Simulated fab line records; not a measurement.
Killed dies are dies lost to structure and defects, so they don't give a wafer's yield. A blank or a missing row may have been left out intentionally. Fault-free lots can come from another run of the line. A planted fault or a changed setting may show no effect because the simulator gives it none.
Chamber matching ; flow gf180mcu ; GF_V5_ETCH_16 on rieDiel-03 has 4 sister chambers
The step etches BARC in N2/H2. 7 wafers are shown with their chamber, then 7 later ones without.

## WAFERS, EACH WITH ITS CHAMBER
wafer;chamber;chamberPressureMTorr (mTorr);oesProductAu (a.u.)
L699.2;0;30.031;0.852
L700.6;3;29.990;0.853
L713.1;2;30.016;0.856
L713.2;1;30.003;0.860
L713.6;1;29.999;0.853
L714.2;2;29.996;0.853
L714.3;3;29.960;0.856

## WAFERS WHOSE CHAMBER IS MISSING
wafer;chamberPressureMTorr (mTorr);oesProductAu (a.u.)
L714.4;29.987;0.858
L715.4;29.965;0.855
L715.5;30.048;0.855
L715.6;29.967;0.854
L717.1;29.998;0.857
L717.4;29.968;0.855
L717.5;29.974;0.851

## EACH ONE'S CHAMBER
wafer;from the rows above;in truth
L714.4;can't be placed: 1 or 3 or 2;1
L715.4;can't be placed: 3 or 1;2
L715.5;can't be placed: 0 or 2 or 1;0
L715.6;can't be placed: 3 or 1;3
L717.1;can't be placed: 1 or 2 or 3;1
L717.4;can't be placed: 3 or 1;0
L717.5;can't be placed: 3 or 2 or 1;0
Placed correctly: 0 of 7. From these rows, 7 cannot be placed; in 4 the true chamber is one of the candidates. Number placed wrongly: 0.
How it was worked out, from the rows above alone: a wafer's distance from a chamber is the root of the sum, over the readings, of the square of ((its reading less the chamber's mean) divided by the reading's scatter). The wafer belongs to the nearest chamber; if the next one is less than 2 further off, it can't be placed. The mean given for a chamber averages the wafers shown for that chamber. The scatter: the root of (the sum of the squares of (reading less its chamber's mean) over the shown wafers, divided by (wafers less chambers)).
